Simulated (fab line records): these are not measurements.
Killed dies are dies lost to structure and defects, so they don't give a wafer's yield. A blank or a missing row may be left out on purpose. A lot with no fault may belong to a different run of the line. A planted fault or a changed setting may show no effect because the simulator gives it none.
fab line records -- flow gf180mcu
record lots=14, wafers=42, last-day=35
route steps=602 shown NWELL@52 LVPWELL@64 MVPSD@88 VT_IMPLANT@132 POLY_GATE@167
lots with no fault: from the same line, run without faults
start-h: start of the lot's first displayed wafer, in hours after the record's first day -- wait-h: hours from the lot's prior step to this one -- " identical to the entry in the row above -- L1.1+2: one row covering several wafers at once -- - no value, or no start given -- * or withheld: withheld -- < > ~ a bound
route shown NAME@n: names a module that has steps shown in the file, with the first one's number in the route -- usual: the fault-free wafers' mean and standard deviation -- same: alike in all rows -- chamber/n: place in a boat -- sites: per-site readings -- _std_site: their standard deviation -- _edge_site: outer sites' mean less inner sites' -- radius-mm: how far each site lies from the wafer's centre -- mask NAME#n: copy n -- behind: the last tool/chamber to shape the wafer -- hold: the reason the lot was held/the length of the hold in hours/how it ended -- device: the n, p or np transistor that did not switch -- end of line: tests of these same wafers at the route's end -- a step without rows: its recipe alone -- killed: dies that structure and defects cost at the first sort, which is not the same as the wafer's yield -- map: the dies of a wafer, with x for killed, . for not killed, _ for no die there
set.NAME: the setting that was run; set.NAME@STEP: the one run at that earlier step -- model.NAME: the simulator's own value behind a step, which no gauge read
a sample of lots followed through the steps of the route, with each step as a table and each wafer as a row
services: from which hour (start-h, from the record's first day; less than 0 if before it) a tool's chamber was out of use, for how many hours, and why
## steps
# step GF_NWELL_STRIP_10
# recipe chemistry=O2/N2, power-w=1400, pressure-mtorr=1500, platen-temp-c=250, o2-flow-sccm=3000, n2-flow-sccm=300, overash-fraction=0.5
# usual chamber-pressure-mTorr=1499.8/1.4, drypump-motor-current-A=6.1/0.36, heater-power-w=321/30, oes-product-au=0.722/0.0047, strip-time-to-endpoint-s=37.01/0.09
lot.wafer,tool,chamber,start-h,wait-h,chamber-pressure-mTorr,drypump-motor-current-A,heater-power-w,oes-product-au,rf-hours-counter-h,strip-time-to-endpoint-s
L694.2,plasma-asher-04,0,55.46,0.1,1500.2,5.7,356,0.718,26,36.96
L694.4,plasma-asher-04,1,55.46,0.1,1500.9,6.3,333,0.725,-,37.09
L694.6,plasma-asher-04,0,55.46,0.1,1499.1,5.7,362,0.730,-,37.00
L696.1,plasma-asher-02,0,68.81,0.1,1501.9,5.8,307,0.712,39,36.93
L696.3,plasma-asher-02,1,68.81,0.1,1499.3,6.5,279,0.722,-,36.89
L696.6,plasma-asher-02,0,68.81,0.1,1499.5,5.8,312,0.723,-,37.04
L699.1,plasma-asher-03,0,85.39,0.1,1498.8,6.6,308,0.719,45,37.17
L699.5,plasma-asher-03,1,85.39,0.1,1499.9,5.7,361,0.717,-,37.27
L699.6,plasma-asher-03,0,85.39,0.1,1497.6,6.6,301,0.721,-,37.21
L700.1,plasma-asher-02,0,92.06,0.1,1501.3,5.8,311,0.719,42,37.05
L700.2,plasma-asher-02,1,92.06,0.1,1500.0,6.4,287,0.717,42,37.03
L700.6,plasma-asher-02,1,92.06,0.1,1499.0,6.4,277,0.725,-,36.97
L701.1,plasma-asher-02,0,97.61,0.1,1501.6,5.8,310,0.728,43,36.86
L701.2,plasma-asher-02,1,97.61,0.1,1500.2,6.4,285,0.712,43,36.94
L701.4,plasma-asher-02,0,97.61,0.1,1499.9,5.8,297,0.731,-,37.00
L702.1,plasma-asher-03,1,102.41,0.1,1499.7,5.6,366,0.714,47,37.04
L702.2,plasma-asher-03,0,102.41,0.1,1497.8,6.6,304,0.722,47,36.98
L702.6,plasma-asher-03,1,102.41,0.1,1498.2,5.7,363,0.726,-,37.08
L704.2,plasma-asher-04,1,112.91,0.1,1500.7,6.2,325,0.715,33,37.09
L704.4,plasma-asher-04,1,112.91,0.1,1498.8,6.3,326,0.729,-,37.07
L704.5,plasma-asher-04,0,112.91,0.1,1499.7,5.7,353,0.719,-,37.05
L705.3,plasma-asher-04,0,117.88,0.1,1499.1,5.7,360,0.724,-,36.99
L705.5,plasma-asher-04,0,117.88,0.1,1499.6,5.7,354,0.719,-,37.02
L705.6,plasma-asher-04,1,117.88,0.1,1499.4,6.2,335,0.713,-,37.01
L708.1,plasma-asher-03,0,134.26,0.1,1499.8,6.6,300,0.731,51,37.01
L708.2,plasma-asher-03,1,134.26,0.1,1498.9,5.7,362,0.720,51,37.05
L708.6,plasma-asher-03,1,134.26,0.1,1499.6,5.7,363,0.723,-,36.93
L713.1,plasma-asher-02,1,159.59,0.1,-,-,-,-,-,-
L713.4,plasma-asher-02,0,159.59,0.1,-,-,-,-,-,-
L713.6,plasma-asher-02,0,159.59,0.1,-,-,-,-,-,-
L714.1,plasma-asher-04,1,165.54,0.1,-,-,-,-,-,-
L714.2,plasma-asher-04,0,165.54,0.1,-,-,-,-,-,-
L714.5,plasma-asher-04,1,165.54,0.1,-,-,-,-,-,-
L715.1,plasma-asher-02,1,171.56,0.1,1498.6,6.5,284,0.724,51,37.01
L715.2,plasma-asher-02,0,171.56,0.1,1500.5,5.8,307,0.726,51,36.98
L715.3,plasma-asher-02,0,171.56,0.1,1501.5,5.8,313,0.721,-,37.10
L716.1,plasma-asher-03,1,175.31,0.1,1499.4,5.7,366,0.723,55,37.13
L716.3,plasma-asher-03,0,175.31,0.1,1498.7,6.6,305,0.726,-,37.04
L716.4,plasma-asher-03,1,175.31,0.1,1497.6,5.6,368,0.726,-,37.17
L717.2,plasma-asher-02,0,183.16,0.1,1500.3,5.8,308,0.716,53,36.93
L717.4,plasma-asher-02,1,183.16,0.1,1501.6,6.5,277,0.723,-,37.05
L717.6,plasma-asher-02,1,183.16,0.1,1498.0,6.5,277,0.711,-,37.10
# step GF_LVPWELL_STRIP_10
# recipe chemistry=O2/N2, power-w=1400, pressure-mtorr=1500, platen-temp-c=250, o2-flow-sccm=3000, n2-flow-sccm=300, overash-fraction=0.5
# usual chamber-pressure-mTorr=1500.1/1.4, drypump-motor-current-A=6.0/0.35, heater-power-w=329/28, oes-product-au=0.722/0.0048, strip-time-to-endpoint-s=37.00/0.1
lot.wafer,tool,chamber,start-h,wait-h,chamber-pressure-mTorr,drypump-motor-current-A,heater-power-w,oes-product-au,rf-hours-counter-h,strip-time-to-endpoint-s
L694.2,plasma-asher-04,0,69.41,0.1,1499.0,5.7,354,0.730,28,36.98
L694.4,plasma-asher-04,1,69.41,0.1,1498.9,6.3,328,0.719,-,37.03
L694.6,plasma-asher-04,1,69.41,0.1,1500.6,6.3,330,0.725,-,36.86
L696.1,plasma-asher-04,1,82.31,0.1,1501.5,6.2,337,0.720,30,37.08
L696.3,plasma-asher-04,1,82.31,0.1,1498.0,6.3,326,0.726,-,37.17
L696.6,plasma-asher-04,1,82.31,0.1,1499.7,6.3,330,0.722,-,37.13
L699.1,plasma-asher-02,0,99.81,0.1,1500.4,5.8,303,0.723,43,36.94
L699.5,plasma-asher-02,0,99.81,0.1,1498.5,5.8,316,0.718,-,36.95
L699.6,plasma-asher-02,1,99.81,0.1,1498.2,6.5,278,0.723,-,37.17
L700.1,plasma-asher-04,1,106.76,0.1,1500.8,6.2,333,0.728,32,37.04
L700.2,plasma-asher-04,0,106.76,0.1,1501.4,5.7,357,0.727,32,37.02
L700.6,plasma-asher-04,0,106.76,0.1,1499.6,5.7,351,0.724,-,37.03
L701.1,plasma-asher-02,0,112.61,0.1,1498.8,5.8,307,0.722,45,36.91
L701.2,plasma-asher-02,1,112.61,0.1,1500.4,6.5,285,0.730,45,37.00
L701.4,plasma-asher-02,0,112.61,0.1,1500.0,5.8,309,0.726,-,37.09
L702.1,plasma-asher-02,0,117.49,0.1,1498.2,5.8,307,0.723,46,37.02
L702.2,plasma-asher-02,1,117.49,0.1,1498.9,6.5,277,0.722,46,37.01
L702.6,plasma-asher-02,0,117.49,0.1,1500.5,5.8,309,0.724,-,36.98
L704.2,plasma-asher-04,1,128.54,0.1,1499.3,6.3,326,0.719,35,37.01
L704.4,plasma-asher-04,1,128.54,0.1,1500.4,6.3,326,0.718,-,37.01
L704.5,plasma-asher-04,1,128.54,0.1,1501.6,6.3,335,0.714,-,37.04
L705.3,plasma-asher-04,1,132.88,0.1,1501.0,6.3,326,0.720,-,36.93
L705.5,plasma-asher-04,0,132.88,0.1,1499.9,5.7,358,0.725,-,36.85
L705.6,plasma-asher-04,1,132.88,0.1,1501.5,6.3,331,0.727,-,36.92
L708.1,plasma-asher-04,1,150.06,0.1,1498.5,6.2,333,0.734,37,37.03
L708.2,plasma-asher-04,0,150.06,0.1,1500.6,5.8,361,0.730,37,36.94
L708.6,plasma-asher-04,1,150.06,0.1,1501.4,6.2,330,0.719,-,36.93
L713.1,plasma-asher-04,0,176.31,0.1,1501.8,5.7,358,0.736,39,81.41
L713.4,plasma-asher-04,1,176.31,0.1,1497.4,6.3,331,0.733,-,81.42
L713.6,plasma-asher-04,0,176.31,0.1,1501.1,5.7,360,0.744,-,81.46
L714.1,plasma-asher-04,0,183.01,0.1,1502.0,5.8,348,0.743,40,81.51
L714.2,plasma-asher-04,1,183.01,0.1,1502.8,6.2,326,0.739,40,81.28
L714.5,plasma-asher-04,1,183.01,0.1,1500.8,6.2,332,0.741,-,81.40
L715.1,plasma-asher-01,1,188.49,0.1,1498.2,6.4,378,0.715,7,36.98
L715.2,plasma-asher-01,0,188.49,0.1,1500.9,5.3,334,0.712,7,36.99
L715.3,plasma-asher-01,0,188.49,0.1,1500.5,5.3,323,0.716,-,37.01
L716.1,plasma-asher-04,0,192.46,0.1,1498.5,5.7,352,0.728,41,36.94
L716.3,plasma-asher-04,1,192.46,0.1,1498.9,6.3,335,0.713,-,36.97
L716.4,plasma-asher-04,0,192.46,0.1,1501.1,5.8,362,0.720,-,36.99
L717.2,plasma-asher-02,0,200.61,0.1,1501.5,5.8,303,0.721,54,36.78
L717.4,plasma-asher-02,0,200.61,0.1,1500.9,5.8,312,0.720,-,36.87
L717.6,plasma-asher-02,1,200.61,0.1,1500.2,6.5,274,0.721,-,36.78
# step GF_LVPWELL_TW_MEAS_11
# usual LVPWELL_TW=557.0/2.8
lot.wafer,tool,chamber,start-h,wait-h,LVPWELL_TW
L694.2,film-metro-01,-,69.52,0.1,559.6
L694.4,film-metro-01,-,69.52,0.1,557.1
L694.6,film-metro-01,-,69.52,0.1,559.1
L696.1,film-metro-03,-,82.41,0.1,558.2
L696.3,film-metro-03,-,82.41,0.1,557.0
L696.6,film-metro-03,-,82.41,0.1,560.3
L699.1,film-metro-01,-,99.91,0.1,561.0
L699.5,film-metro-01,-,99.91,0.1,560.5
L699.6,film-metro-01,-,99.91,0.1,560.7
L700.1,film-metro-01,-,106.86,0.1,558.4
L700.2,film-metro-01,-,106.86,0.1,561.7
L700.6,film-metro-01,-,106.86,0.1,560.3
L701.1,film-metro-02,-,112.71,0.1,556.3
L701.2,film-metro-02,-,112.71,0.1,555.0
L701.4,film-metro-02,-,112.71,0.1,556.2
L702.1,film-metro-03,-,117.59,0.1,556.2
L702.2,film-metro-03,-,117.59,0.1,554.7
L702.6,film-metro-03,-,117.59,0.1,552.5
L704.2,film-metro-02,-,128.65,0.1,555.7
L704.4,film-metro-02,-,128.65,0.1,554.6
L704.5,film-metro-02,-,128.65,0.1,557.1
L705.3,film-metro-02,-,132.96,0.1,554.3
L705.5,film-metro-02,-,132.96,0.1,555.1
L705.6,film-metro-02,-,132.96,0.1,553.9
L708.1,film-metro-01,-,150.16,0.1,556.2
L708.2,film-metro-01,-,150.16,0.1,556.9
L708.6,film-metro-01,-,150.16,0.1,555.3
L713.1,film-metro-02,-,176.41,0.1,29.8
L713.4,film-metro-02,-,176.41,0.1,29.7
L713.6,film-metro-02,-,176.41,0.1,29.4
L714.1,film-metro-03,-,183.11,0.1,29.8
L714.2,film-metro-03,-,183.11,0.1,29.8
L714.5,film-metro-03,-,183.11,0.1,29.8
L715.1,film-metro-03,-,188.59,0.1,554.7
L715.2,film-metro-03,-,188.59,0.1,558.5
L715.3,film-metro-03,-,188.59,0.1,556.3
L716.1,film-metro-01,-,192.56,0.1,561.7
L716.3,film-metro-01,-,192.56,0.1,561.2
L716.4,film-metro-01,-,192.56,0.1,561.5
L717.2,film-metro-02,-,200.72,0.1,556.4
L717.4,film-metro-02,-,200.72,0.1,561.7
L717.6,film-metro-02,-,200.72,0.1,556.2
# step GF_MVPSD_STRIP_10
# recipe chemistry=O2/N2, power-w=1400, pressure-mtorr=1500, platen-temp-c=250, o2-flow-sccm=3000, n2-flow-sccm=300, overash-fraction=0.5
# usual chamber-pressure-mTorr=1500.0/1.3, drypump-motor-current-A=6.0/0.49, heater-power-w=330/32, oes-product-au=0.723/0.0042, strip-time-to-endpoint-s=36.94/0.11
lot.wafer,tool,chamber,start-h,wait-h,chamber-pressure-mTorr,drypump-motor-current-A,heater-power-w,oes-product-au,rf-hours-counter-h,strip-time-to-endpoint-s
L694.2,plasma-asher-03,1,97.41,0.1,1499.2,5.6,372,0.722,46,36.82
L694.4,plasma-asher-03,0,97.41,0.1,1501.7,6.6,300,0.716,-,36.81
L694.6,plasma-asher-03,0,97.41,0.1,1500.1,6.6,304,0.719,-,36.79
L696.1,plasma-asher-02,1,112.41,0.1,1497.1,6.5,278,0.721,45,36.96
L696.3,plasma-asher-02,0,112.41,0.1,1499.8,5.8,309,0.720,-,37.01
L696.6,plasma-asher-02,1,112.41,0.1,1499.9,6.5,281,0.722,-,36.84
L699.1,plasma-asher-03,0,129.56,0.1,1501.9,6.6,306,0.727,50,36.94
L699.5,plasma-asher-03,0,129.56,0.1,1500.5,6.6,312,0.715,-,36.87
L699.6,plasma-asher-03,1,129.56,0.1,1500.4,5.7,369,0.718,-,36.94
L700.1,plasma-asher-01,1,136.86,0.1,1500.4,6.4,358,0.726,2,37.01
L700.2,plasma-asher-01,0,136.86,0.1,1500.6,5.3,332,0.726,2,37.03
L700.6,plasma-asher-01,0,136.86,0.1,1499.3,5.3,321,0.720,-,37.05
L701.1,plasma-asher-01,1,144.11,0.1,1501.0,6.4,363,0.725,3,36.89
L701.2,plasma-asher-01,0,144.11,0.1,1498.7,5.3,337,0.723,3,36.93
L701.4,plasma-asher-01,0,144.11,0.1,1499.0,5.3,334,0.724,-,36.86
L702.1,plasma-asher-03,0,148.71,0.1,1499.1,6.6,306,0.723,52,36.93
L702.2,plasma-asher-03,1,148.71,0.1,1500.1,5.7,372,0.721,52,36.86
L702.6,plasma-asher-03,0,148.71,0.1,1501.1,6.6,308,0.722,-,36.86
L704.2,plasma-asher-02,1,160.66,0.1,1500.1,6.5,282,0.728,50,37.02
L704.4,plasma-asher-02,1,160.66,0.1,1500.3,6.5,282,0.726,-,36.80
L704.5,plasma-asher-02,1,160.66,0.1,1499.7,6.4,283,0.727,-,36.85
L705.3,plasma-asher-02,0,165.19,0.1,1498.5,5.8,300,0.728,-,36.96
L705.5,plasma-asher-02,0,165.19,0.1,1499.2,5.8,309,0.726,-,37.04
L705.6,plasma-asher-02,1,165.19,0.1,1501.6,6.4,278,0.715,-,36.98
L708.1,plasma-asher-02,1,183.86,0.1,1501.1,6.4,285,0.714,53,36.99
L708.2,plasma-asher-02,0,183.86,0.1,1499.8,5.8,297,0.722,53,36.84
L708.6,plasma-asher-02,0,183.86,0.1,1499.9,5.8,308,0.713,-,36.90
L713.1,plasma-asher-03,0,216.26,0.1,1502.1,6.6,310,0.724,59,36.88
L713.4,plasma-asher-03,1,216.26,0.1,1499.7,5.7,370,0.723,-,36.92
L713.6,plasma-asher-03,1,216.26,0.1,1500.0,5.7,351,0.726,-,36.86
L714.1,plasma-asher-01,0,218.06,0.1,1501.1,5.3,337,0.730,10,36.90
L714.2,plasma-asher-01,1,218.06,0.1,1500.7,6.4,360,0.729,10,36.90
L714.5,plasma-asher-01,0,218.06,0.1,1499.9,5.3,332,0.723,-,36.75
L715.1,plasma-asher-01,0,222.16,0.1,1500.3,5.3,338,0.726,10,37.15
L715.2,plasma-asher-01,1,222.16,0.1,1499.5,6.4,374,0.717,10,37.24
L715.3,plasma-asher-01,0,222.16,0.1,1501.8,5.3,329,0.714,-,37.11
L716.1,plasma-asher-03,1,228.16,0.1,1501.5,5.7,363,0.725,61,37.02
L716.3,plasma-asher-03,0,228.16,0.1,1500.3,6.6,305,0.729,-,37.11
L716.4,plasma-asher-03,1,228.16,0.1,1501.6,5.7,359,0.720,-,37.04
L717.2,plasma-asher-03,1,236.31,0.1,1499.6,5.7,371,0.722,62,37.19
L717.4,plasma-asher-03,1,236.31,0.1,1498.4,5.7,374,0.723,-,37.30
L717.6,plasma-asher-03,1,236.31,0.1,1497.9,5.7,358,0.727,-,37.11
# step GF_VT_IMPLANT_STRIP_42
# recipe chemistry=O2/N2, power-w=1400, pressure-mtorr=1500, platen-temp-c=250, o2-flow-sccm=3000, n2-flow-sccm=300, overash-fraction=0.5
# usual chamber-pressure-mTorr=1500.0/1.3, drypump-motor-current-A=6.1/0.36, heater-power-w=320/30, oes-product-au=0.716/0.0042, strip-time-to-endpoint-s=12.61/0.043
lot.wafer,tool,chamber,start-h,wait-h,chamber-pressure-mTorr,drypump-motor-current-A,heater-power-w,oes-product-au,rf-hours-counter-h,strip-time-to-endpoint-s
L694.2,plasma-asher-02,1,160.04,0.1,1497.6,6.4,293,0.708,50,12.59
L694.4,plasma-asher-02,1,160.04,0.1,1497.9,6.4,284,0.719,-,12.64
L694.6,plasma-asher-02,1,160.04,0.1,1501.7,6.5,289,0.710,-,12.61
L696.1,plasma-asher-04,1,175.46,0.1,1500.3,6.3,334,0.716,39,12.63
L696.3,plasma-asher-04,1,175.46,0.1,1499.4,6.3,337,0.712,-,12.63
L696.6,plasma-asher-04,0,175.46,0.1,1499.3,5.7,357,0.718,-,12.61
L699.1,plasma-asher-02,1,195.59,0.1,1497.1,6.5,283,0.711,54,12.65
L699.5,plasma-asher-02,0,195.59,0.1,1499.3,5.8,307,0.714,-,12.64
L699.6,plasma-asher-02,1,195.59,0.1,1500.9,6.5,281,0.716,-,12.61
L700.1,plasma-asher-04,0,204.36,0.1,1500.7,5.7,363,0.718,42,12.63
L700.2,plasma-asher-04,1,204.36,0.1,1501.1,6.2,333,0.719,42,12.63
L700.6,plasma-asher-04,0,204.36,0.1,1499.3,5.7,360,0.719,-,12.61
L701.1,plasma-asher-02,0,216.36,0.1,1499.6,5.8,314,0.717,56,12.58
L701.2,plasma-asher-02,1,216.36,0.1,1500.8,6.5,284,0.714,56,12.58
L701.4,plasma-asher-02,1,216.36,0.1,1499.1,6.5,280,0.711,-,12.59
L702.1,plasma-asher-04,0,216.66,0.1,1499.4,5.8,349,0.716,43,12.60
L702.2,plasma-asher-04,1,216.66,0.1,1499.5,6.2,335,0.711,43,12.59
L702.6,plasma-asher-04,0,216.66,0.1,1500.6,5.7,363,0.715,-,12.58
L704.2,plasma-asher-02,1,233.21,0.1,1501.6,6.5,278,0.719,57,12.69
L704.4,plasma-asher-02,1,233.21,0.1,1498.7,6.5,278,0.714,-,12.68
L704.5,plasma-asher-02,0,233.21,0.1,1501.1,5.8,306,0.716,-,12.70
L705.3,plasma-asher-03,1,234.02,0.1,1498.2,5.7,373,0.722,-,12.56
L705.5,plasma-asher-03,1,234.02,0.1,1500.6,5.7,372,0.716,-,12.53
L705.6,plasma-asher-03,0,234.02,0.1,1502.9,6.6,301,0.717,-,12.56
L708.1,plasma-asher-02,1,254.89,0.1,1499.7,6.5,277,0.720,60,12.60
L708.2,plasma-asher-02,0,254.89,0.1,1500.4,5.8,305,0.713,60,12.64
L708.6,plasma-asher-02,0,254.89,0.1,1500.6,5.8,303,0.713,-,12.63
L713.1,plasma-asher-03,0,292.36,0.1,1499.4,6.6,299,0.710,69,12.57
L713.4,plasma-asher-03,1,292.36,0.1,1501.4,5.7,370,0.715,-,12.54
L713.6,plasma-asher-03,0,292.36,0.1,1501.3,6.6,308,0.722,-,12.58
L714.1,plasma-asher-02,1,293.26,0.1,1500.0,6.5,268,0.724,65,12.61
L714.2,plasma-asher-02,0,293.26,0.1,1497.2,5.8,311,0.707,65,12.60
L714.5,plasma-asher-02,0,293.26,0.1,1500.5,5.8,307,0.725,-,12.59
L715.1,plasma-asher-04,0,298.11,0.1,1499.0,5.8,353,0.717,49,12.64
L715.2,plasma-asher-04,1,298.11,0.1,1499.6,6.2,332,0.720,49,12.63
L715.3,plasma-asher-04,1,298.11,0.1,1497.9,6.2,331,0.713,-,12.64
L716.1,plasma-asher-02,1,305.96,0.1,1498.9,6.5,287,0.720,66,12.66
L716.3,plasma-asher-02,1,305.96,0.1,1498.6,6.4,279,0.718,-,12.66
L716.4,plasma-asher-02,0,305.96,0.1,1500.2,5.8,305,0.719,-,12.63
L717.2,plasma-asher-04,1,315.21,0.1,1499.1,6.2,335,0.716,50,12.60
L717.4,plasma-asher-04,0,315.21,0.1,1499.3,5.7,347,0.720,-,12.57
L717.6,plasma-asher-04,0,315.21,0.1,1501.7,5.7,360,0.717,-,12.60
# step GF_POLY_GATE_CD_MEAS_10
# recipe target-cd-nm=280
# usual cd-nm=279.9/1
lot.wafer,tool,chamber,start-h,wait-h,cd-nm
L694.2,cd-sem-01,-,199.79,0.1,278.1
L694.4,cd-sem-01,-,199.79,0.1,279.1
L694.6,cd-sem-01,-,199.79,0.1,278.5
L696.1,cd-sem-01,-,215.57,0.1,280.9
L696.3,cd-sem-01,-,215.57,0.1,279.8
L696.6,cd-sem-01,-,215.57,0.1,281.9
L699.1,cd-sem-01,-,241.17,0.1,279.2
L699.5,cd-sem-01,-,241.17,0.1,277.9
L699.6,cd-sem-01,-,241.17,0.1,279.4
L700.1,cd-sem-01,-,251.32,0.1,280.0
L700.2,cd-sem-01,-,251.32,0.1,279.1
L700.6,cd-sem-01,-,251.32,0.1,278.9
L702.1,cd-sem-02,-,265.77,0.1,280.2
L702.2,cd-sem-02,-,265.77,0.1,280.2
L702.6,cd-sem-02,-,265.77,0.1,280.0
L701.1,cd-sem-01,-,265.86,0.1,280.3
L701.2,cd-sem-01,-,265.86,0.1,280.0
L701.4,cd-sem-01,-,265.86,0.1,280.5
L704.2,cd-sem-01,-,277.02,0.1,279.6
L704.4,cd-sem-01,-,277.02,0.1,278.3
L704.5,cd-sem-01,-,277.02,0.1,281.1
L705.3,cd-sem-02,-,279.16,0.1,279.5
L705.5,cd-sem-02,-,279.16,0.1,279.8
L705.6,cd-sem-02,-,279.16,0.1,278.3
L708.1,cd-sem-02,-,300.42,0.1,281.3
L708.2,cd-sem-02,-,300.42,0.1,280.4
L708.6,cd-sem-02,-,300.42,0.1,282.2
L714.1,cd-sem-02,-,341.62,0.1,281.4
L714.2,cd-sem-02,-,341.62,0.1,278.8
L714.5,cd-sem-02,-,341.62,0.1,279.8
L713.1,cd-sem-01,-,341.67,0.1,281.4
L713.4,cd-sem-01,-,341.67,0.1,280.7
L713.6,cd-sem-01,-,341.67,0.1,283.3
L715.1,cd-sem-01,-,347.25,0.1,278.3
L715.2,cd-sem-01,-,347.25,0.1,279.3
L715.3,cd-sem-01,-,347.25,0.1,280.2
L716.1,cd-sem-01,-,360.12,0.1,281.0
L716.3,cd-sem-01,-,360.12,0.1,280.3
L716.4,cd-sem-01,-,360.12,0.1,279.9
L717.2,cd-sem-01,-,367.94,0.1,278.7
L717.4,cd-sem-01,-,367.94,0.1,278.6
L717.6,cd-sem-01,-,367.94,0.1,278.5
## services
tool,chamber,start-h,hours,kind
plasma-asher-01,-,61.01,37.5,repair
plasma-asher-01,-,108.75,9.0,pm
plasma-asher-01,0,108.75,9.0,vent-cycle
plasma-asher-01,1,108.75,9.0,vent-cycle
plasma-asher-03,-,117.31,0.4,repair
plasma-asher-01,0,117.75,-,clean
plasma-asher-01,1,117.75,-,clean
plasma-asher-04,-,152.36,2.0,repair
plasma-asher-01,-,161.37,2.8,pm
plasma-asher-03,-,195.49,0.4,repair
plasma-asher-02,-,196.03,3.3,repair
plasma-asher-04,-,264.87,32.1,repair
plasma-asher-02,-,315.10,1.1,repair
## key
first-sign step=GF_NWELL_STRIP_10, reading=tool-record, direction=missing
effect step=GF_LVPWELL_STRIP_10, reading=strip-time-to-endpoint-s, direction=up, sigmas=99+, usual=*, struck=*
effect step=GF_LVPWELL_TW_MEAS_11, reading=LVPWELL_TW, direction=down, sigmas=99+, usual=557.0, struck=29.7
met-at GF_NWELL_STRIP_10
struck-lots L713,L714
sort-left-out L713.1,L713.4,L713.6,L714.1,L714.2,L714.5
tester-left-out L713,L714
not-acting-at GF_MVPSD_STRIP_10,GF_VT_IMPLANT_STRIP_42,GF_POLY_GATE_CD_MEAS_10
onset-between 117.88 159.59
fault kind=skipped-step-whole, tool=plasma-asher-02,plasma-asher-04, chamber=-, onset-h=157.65, steps=GF_NWELL_STRIP_10, scope=struck-lots-only
# tester-left-out: of these lots the tester's yield and bins aren't shown, on N5 and GAA mostly nor the transistor test; their killed dies are dies lost to structure and defects alone, not to doping, threshold or leakage, so they don't give the yield
# sort-left-out: the simulated sort isn't trusted on such a fault, so these wafers' sort isn't shown, and their yield isn't known
